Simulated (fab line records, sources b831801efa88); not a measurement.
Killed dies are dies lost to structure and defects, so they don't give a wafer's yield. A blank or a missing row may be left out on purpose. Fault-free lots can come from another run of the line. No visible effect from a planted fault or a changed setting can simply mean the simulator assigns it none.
fab line records | flow sky130
[record] lots = 5 wafers = 15 last_day = 49
route steps=708 shown VIA4@644 PAD_OPEN@708
lots with no fault: from the same line, run without faults
start_h: the number of hours between the record's first day and the start of the first shown wafer of the lot | wait_h: how many hours have passed since the lot's step before this one | " identical to the entry in the row above | L1.1+2: a single row standing in for several wafers | - no value present, or no start provided | * or withheld: withheld | < > ~ a bound
route shown NAME@n: a module of which the file shows steps, and the number in the route of the first | usual: mean/standard deviation taken from wafers without a fault | same: alike in all rows | chamber/n: place in a boat | sites: each site's reading | _std_site: standard deviation across them | _edge_site: mean of outer sites minus mean of inner sites | radius_mm: for every site, how far away it sits from the centre of the wafer | mask NAME#n: copy n | behind: the most recent tool/chamber to have shaped the wafer | hold: reason for holding the lot/hours on hold/outcome of the hold | device: which transistor (n, p or np) failed to switch | end of line: tests run on the same wafers once the route is complete | a step with no rows: only its recipe | killed: dies lost to structure and defects at the first sort, not the wafer's yield | map: dies across one wafer; x = killed, . = not, _ = none there
set.NAME: the setting as run; set.NAME@STEP: as run at that earlier step | model.NAME: the simulator's own value behind a step, which no gauge read
lots at some steps of the route; a table a step, a row a wafer
services: from which hour (start_h, from the record's first day; less than 0 if before it) a tool's chamber was out of use, for how many hours, and why
[[steps]]
[step SKY_VIA4_HMDS_05]
[recipe] prime_time_s = 60 prime_temp_c = 120
[step SKY_VIA4_COAT_06]
[recipe] resist = NOVOLAK spin_rpm = 3000 resist_thk_nm = 1140
[step SKY_VIA4_SOFTBAKE_07]
[recipe] temp_c = 90 time_s = 60 resist = NOVOLAK
[step SKY_VIA4_EXPOSE_08]
[recipe] mask_id = VIM4 na = 0.6 source_shape = conventional sigma_outer = 0.6 polarization = unpolarized target_cd_nm = 800 dose_mj = 132
[step SKY_VIA4_PEB_09]
[recipe] temp_c = withheld time_s = * resist = NOVOLAK
[step SKY_VIA4_DEVELOP_10]
[recipe] resist = NOVOLAK developer = TMAH develop_time_s = 60 dev_temp_c = 23
[step SKY_VIA4_OVL_MEAS_11]
[usual] VIA4_OVL = -0.4/1.3
// columns lot.wafer tool chamber start_h wait_h VIA4_OVL[nm]
L774.1 overlay-01 - 1020.51 0.1 0.9
L774.4 " - " " 1.5
L774.5 " - " " 0.7
L780.1 overlay-02 - 1073.55 0.1 -1.6
L780.3 " - " " -1.2
L780.4 " - " " -1.3
L783.2 overlay-01 - 1085.91 0.1 -1.4
L783.3 " - " " -3.3
L783.5 " - " " -2.1
L785.1 overlay-02 - 1119.71 0.1 -2.5
L785.4 " - " " -2.3
L785.5 " - " " -1.6
L790.1 overlay-01 - 1125.07 0.1 -0.5
L790.4 " - " " -0.6
L790.6 " - " " -2.0
[step SKY_VIA4_ETCH_12]
[recipe] target = SiO2 chemistry = C4F8/O2/Ar stop_on = TiN mask_material = NOVOLAK source_w = 1500 bias_w = 1200 pressure_mtorr = 40 c4f8_flow_sccm = withheld O2_flow_sccm = 6 Ar_flow_sccm = 300 time_s = withheld target_depth_a = 5800
[usual] oes_product_au = 0.925/0.0048
// columns lot.wafer tool chamber start_h wait_h oes_product_au
L774.1 rie_diel-01 0 1020.54 0.0 0.924
L774.4 " 3 " " 0.920
L774.5 " 1 " " 0.920
L780.1 rie_diel-02 2 1073.59 0.0 0.926
L780.3 " 1 " " 0.922
L780.4 " 3 " " 0.919
L783.2 rie_diel-01 2 1085.94 0.0 0.925
L783.3 " 0 " " 0.912
L783.5 " 0 " " 0.921
L785.1 rie_diel-01 2 1119.74 0.0 0.928
L785.4 " 3 " " 0.927
L785.5 " 0 " " 0.934
L790.1 rie_diel-02 1 1125.10 0.0 0.928
L790.4 " 3 " " 0.931
L790.6 " 3 " " 0.926
[step SKY_VIA4_STRIP_13]
[recipe] chemistry = O2/N2 power_w = 1400 pressure_mtorr = 1500 platen_temp_c = withheld o2_flow_sccm = 3000 n2_flow_sccm = 300 overash_fraction = 0.5
[usual] drypump_motor_current_A = 5.9/0.42 oes_product_au = 0.710/0.0044 strip_time_to_endpoint_s = 12.81/0.032
// columns lot.wafer tool chamber start_h wait_h drypump_motor_current_A oes_product_au rf_hours_counter_h strip_time_to_endpoint_s
L774.1 plasma_asher-02 0 1020.61 - 6.4 0.706 119 12.88
L774.4 " 0 " " 6.4 0.712 - 12.81
L774.5 " 0 " " 6.4 0.705 - 12.82
L780.1 plasma_asher-03 0 1073.66 - 5.7 0.710 92 12.79
L780.3 " 1 " " 5.3 0.709 - 12.79
L780.4 " 0 " " 5.7 0.717 - 12.81
L783.2 plasma_asher-02 1 1086.01 - 6.3 0.714 2 12.82
L783.3 " 0 " " 6.4 0.708 - 12.80
L783.5 " 1 " " 6.3 0.711 - 12.81
L785.1 plasma_asher-02 0 1119.81 - 6.4 0.715 5 12.83
L785.4 " 1 " " 6.3 0.708 - 12.81
L785.5 " 0 " " 6.4 0.709 - 12.77
L790.1 plasma_asher-03 1 1125.17 - 5.3 0.711 97 12.84
L790.4 " 0 " " 5.8 0.714 - 12.81
L790.6 " 0 " " 5.7 0.705 - 12.82
[step SKY_VIA4_STRIP_14]
[recipe] chemistry = post_etch_residue_remover time_s = 1200 temp_c = 72.5
[step SKY_VIA4_CLEAN_15]
[recipe] chemistry = IPA time_s = 180 temp_c = 25
[step SKY_VIA4_CLEAN_16]
[recipe] chemistry = O3/DIW dry = n2_spin
[step SKY_VIA4_SPUTTER_17]
[recipe] material = TiN target_thk_nm = 20 chamber_pressure_pa = 5 power_w = 4000 time_s = 80
[usual] throttle_valve_pct = 30.0/0.99
// columns lot.wafer tool chamber start_h wait_h throttle_valve_pct model.TiN_of_VIA4_SPUTTER_17.thk_nm
L774.1 pvd_sputter-04 - 1021.21 0.0 29.6 19.86
L774.4 " - " " 29.8 19.84
L774.5 " - " " 29.2 19.83
L780.1 pvd_sputter-02 - 1074.25 0.0 29.2 20.14
L780.3 " - " " 30.3 20.37
L780.4 " - " " 31.6 20.08
L783.2 pvd_sputter-02 - 1086.60 0.0 31.6 20.3
L783.3 " - " " 30.2 20.45
L783.5 " - " " 30.2 20.51
L785.1 pvd_sputter-04 - 1120.46 0.0 30.7 20.03
L785.4 " - " " 29.8 20
L785.5 " - " " 31.1 19.94
L790.1 pvd_sputter-02 - 1125.78 0.0 30.2 20.03
L790.4 " - " " 28.5 20.01
L790.6 " - " " 28.4 18.35
[step SKY_VIA4_CVD_18]
[recipe] material = W target_thk_nm = 505 time_s = 152.14 temp_c = 400 pressure_torr = 40
[usual] heater_power_w = 828/100 susceptor_temp_C = 399.97/0.19
// columns lot.wafer tool chamber start_h wait_h heater_power_w susceptor_temp_C
L774.1 cvd_w-02 1 1021.27 0.0 712 400.12
L774.4 " 0 " " 1001 399.88
L774.5 " 1 " " 733 400.29
L780.1 cvd_w-02 0 1074.32 0.0 998 400.10
L780.3 " 0 " " 1029 400.08
L780.4 " 1 " " 727 399.79
L783.2 cvd_w-01 0 1086.67 0.0 819 399.76
L783.3 " 1 " " 795 399.90
L783.5 " 1 " " 795 400.01
L785.1 cvd_w-02 1 1120.53 0.0 729 400.29
L785.4 " 0 " " 988 400.21
L785.5 " 0 " " 996 400.11
L790.1 cvd_w-01 0 1125.84 0.0 816 399.86
L790.4 " 0 " " 805 400.27
L790.6 " 1 " " 779 399.95
[step SKY_PAD_OPEN_PROBE_99]
[usual] defect_limited_yield = 82.5/1.8 killed_at_M0_to_M3 = 43/6.6 killed_at_M4_up = 3.2/1.8 killed_at_contacts = 24/5 killed_at_front_end = 15/4.5 killed_at_other = 0.2/0.46 killed_dies = 86/8.8 killed_open = 48/6.6 killed_short = 38/6.1 sort_bin_3_pad_short = 0.8/0.42 sort_bin_5_function = 10.4/1.4 sort_bin_6_memory = 6.3/1 sort_n_pass = 406/8.8 sort_yield_pct = 82.5/1.8
[same] gross_dies = 492 killed_at_back_side = 0 sort_bin_4_leakage[%] = 0 sort_bin_8_speed[%] = 0
// columns lot.wafer tool chamber start_h wait_h defect_limited_yield[%] killed_at_M0_to_M3 killed_at_M4_up killed_at_contacts killed_at_front_end killed_at_other killed_dies killed_open killed_short sort_bin_3_pad_short[%] sort_bin_5_function[%] sort_bin_6_memory[%] sort_n_pass sort_yield_pct[%]
L774.1 prober-02 - 1090.61 0.1 80.5 46 3 20 27 0 96 47 49 0.6 10.6 8.3 396 80.5
L774.4 prober-02 - 1090.76 0.2 80.7 47 1 23 23 1 95 60 35 0.4 11.8 7.1 397 80.7
L774.5 prober-02 - 1090.81 0.2 81.1 46 2 20 25 0 93 44 49 0.4 11.4 7.1 399 81.1
L780.1 prober-01 - 1136.84 0.1 86.4 37 2 19 8 1 67 38 29 0.4 7.5 5.7 425 86.4
L780.3 prober-01 - 1136.94 0.2 83.7 33 1 34 12 0 80 44 36 1.0 8.9 6.3 412 83.7
L780.4 prober-01 - 1136.99 0.2 84.3 40 1 24 12 0 77 45 32 0.4 8.3 6.9 415 84.3
L783.2 prober-02 - 1148.85 0.1 83.7 45 5 17 13 0 80 40 40 0.2 10.0 6.1 412 83.7
L783.3 prober-02 - 1148.90 0.2 80.7 49 1 32 13 0 95 58 37 0.2 10.8 8.3 397 80.7
L783.5 prober-02 - 1149.00 0.2 82.5 49 4 23 10 0 86 53 33 0.6 10.8 6.1 406 82.5
L785.1 prober-01 - 1178.48 0.1 81.3 50 3 19 20 0 92 45 47 0.8 12.4 5.5 400 81.3
L785.4 prober-01 - 1178.63 0.2 83.9 41 3 20 15 0 79 49 30 0 10.6 5.5 413 83.9
L785.5 prober-01 - 1178.68 0.2 82.7 43 2 22 18 0 85 52 33 0.6 8.7 7.9 407 82.7
L790.1 prober-01 - 1185.81 0.1 81.7 53 3 22 11 1 90 55 35 1.4 11.8 5.1 402 81.7
L790.4 prober-01 - 1185.96 0.2 83.9 38 2 23 16 0 79 44 35 1.0 10.6 4.5 413 83.9
L790.6 prober-01 - 1186.06 0.2 80.5 55 0 26 15 0 96 60 36 1.4 10.6 7.5 396 80.5
// killed by level:class
L774.1 VIA1:geometric_particle:open=12 FIELD_ISO:geometric_particle:short=8 CONTACT:geometric_particle:open=7 METAL2:geometric_particle:short=7 CONTACT:geometric_particle:short=6 METAL1:geometric_particle:short=6 POLY_GATE:geometric_particle:open=5 POLY_GATE:geometric_particle:short=5
L774.4 VIA1:geometric_particle:open=15 FIELD_ISO:geometric_particle:open=9 VIA2:geometric_particle:open=9 METAL2:geometric_particle:short=8 CONTACT:geometric_particle:open=7 LI_CONTACT:geometric_particle:open=6 FIELD_ISO:geometric_particle:short=5 VIA1:geometric_particle:short=5
L774.5 VIA1:geometric_particle:open=12 FIELD_ISO:geometric_particle:short=10 CONTACT:geometric_particle:open=7 METAL2:geometric_particle:short=7 POLY_GATE:geometric_particle:open=6 CONTACT:geometric_particle:short=5 VIA2:geometric_particle:short=5 VIA3:geometric_particle:open=5
L780.1 CONTACT:geometric_particle:open=10 VIA2:geometric_particle:open=9 VIA3:geometric_particle:open=7 VIA1:geometric_particle:open=5 CONTACT:geometric_particle:short=4 METAL1:geometric_particle:short=4 FIELD_ISO:geometric_particle:short=3 METAL2:geometric_particle:short=3
L780.3 CONTACT:geometric_particle:open=17 VIA1:geometric_particle:open=8 POLY_GATE:geometric_particle:short=5 LI_CONTACT:geometric_particle:short=5 METAL1:geometric_particle:short=5 POLY_GATE:geometric_particle:open=4 LI_CONTACT:geometric_particle:open=4 LOCAL_INTERCONNECT:geometric_particle:short=4
L780.4 CONTACT:geometric_particle:open=9 VIA1:geometric_particle:open=9 VIA3:geometric_particle:open=8 METAL1:geometric_particle:short=6 LI_CONTACT:geometric_particle:open=5 METAL2:geometric_particle:short=5 LOCAL_INTERCONNECT:geometric_particle:short=4 VIA2:geometric_particle:open=4
L783.2 VIA1:geometric_particle:open=13 LI_CONTACT:geometric_particle:open=6 VIA1:geometric_particle:short=6 CONTACT:geometric_particle:short=5 METAL2:geometric_particle:short=5 VIA2:geometric_particle:open=5 FIELD_ISO:geometric_particle:short=4 VIA3:geometric_particle:short=4
L783.3 LI_CONTACT:geometric_particle:open=14 VIA1:geometric_particle:open=14 METAL2:geometric_particle:short=9 VIA3:geometric_particle:open=8 POLY_GATE:geometric_particle:open=7 CONTACT:geometric_particle:open=6 LI_CONTACT:geometric_particle:short=6 METAL3:geometric_particle:short=6
L783.5 VIA1:geometric_particle:open=11 LI_CONTACT:geometric_particle:open=10 METAL1:geometric_particle:short=9 VIA2:geometric_particle:open=9 CONTACT:geometric_particle:open=7 VIA3:geometric_particle:open=5 VIA1:geometric_particle:short=4 METAL2:geometric_particle:short=4
L785.1 LI_CONTACT:geometric_particle:open=9 FIELD_ISO:geometric_particle:short=7 METAL2:geometric_particle:short=7 VIA3:geometric_particle:open=7 VIA1:geometric_particle:open=6 FIELD_ISO:geometric_particle:open=5 METAL3:geometric_particle:short=5 CONTACT:geometric_particle:open=5
L785.4 VIA3:geometric_particle:open=9 VIA2:geometric_particle:open=7 CONTACT:geometric_particle:open=7 LI_CONTACT:geometric_particle:open=6 POLY_GATE:geometric_particle:open=4 POLY_GATE:geometric_particle:short=4 METAL1:geometric_particle:open=4 METAL1:geometric_particle:short=4
L785.5 VIA1:geometric_particle:open=12 VIA3:geometric_particle:open=10 POLY_GATE:geometric_particle:open=6 LI_CONTACT:geometric_particle:short=6 LI_CONTACT:geometric_particle:open=5 METAL1:geometric_particle:short=5 CONTACT:geometric_particle:open=5 CONTACT:geometric_particle:short=5
L790.1 VIA1:geometric_particle:open=14 CONTACT:geometric_particle:open=11 VIA2:geometric_particle:open=7 VIA3:geometric_particle:open=5 METAL1:geometric_particle:short=4 VIA3:geometric_particle:short=4 VIA1:geometric_particle:short=4 METAL2:geometric_particle:short=4
L790.4 VIA1:geometric_particle:open=12 CONTACT:geometric_particle:open=7 FIELD_ISO:geometric_particle:short=6 VIA2:geometric_particle:open=6 VIA3:geometric_particle:open=6 LOCAL_INTERCONNECT:geometric_particle:short=5 POLY_GATE:geometric_particle:short=4 LI_CONTACT:geometric_particle:open=4
L790.6 VIA1:geometric_particle:open=13 CONTACT:geometric_particle:open=12 VIA3:geometric_particle:open=12 VIA2:geometric_particle:open=11 CONTACT:geometric_particle:short=7 METAL1:geometric_particle:short=6 FIELD_ISO:geometric_particle:open=5 FIELD_ISO:geometric_particle:short=4
[[services]]
// columns tool chamber start_h hours kind
pvd_sputter-04 - 1006.43 4.6 repair
plasma_asher-03 - 1011.45 2.4 repair
cvd_w-02 - 1013.26 6.0 pm
rie_diel-02 - 1016.33 2.8 pm
pvd_sputter-02 - 1018.61 3.8 repair
plasma_asher-03 - 1023.21 4.3 pm
rie_diel-01 3 1032.83 9.1 repair
rie_diel-01 - 1034.31 6.4 repair
cvd_w-02 - 1035.08 4.3 pm
plasma_asher-02 - 1055.25 9.0 pm
plasma_asher-02 0 1055.25 9.0 vent_cycle
plasma_asher-02 1 1055.25 9.0 vent_cycle
pvd_sputter-04 - 1058.58 2.6 repair
cvd_w-01 0 1060.78 10.8 repair
pvd_sputter-04 - 1064.15 0.6 repair
plasma_asher-02 0 1064.25 - clean
plasma_asher-02 1 1064.25 - clean
rie_diel-02 3 1081.34 4.4 repair
rie_diel-01 1 1103.15 3.1 repair
rie_diel-01 3 1107.78 11.9 repair
rie_diel-02 1 1120.97 3.7 repair
[[key]]
first_sign none at tools or gauges
[model_effect] step = SKY_VIA4_SPUTTER_17 value = TiN_of_VIA4_SPUTTER_17.thk_nm without = 20.06 struck = 18.35
met_at SKY_VIA4_SPUTTER_17
struck_wafers L790.6
onset_between 1086.60 1125.78
[fault] kind = process_parameter_drift tool = pvd_sputter-02 chamber = - onset_h = 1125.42 steps = SKY_VIA4_SPUTTER_17 channel = time_s offset = * shape = step end_h = 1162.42 scope = struck_wafers_only acts_in = * stated = *
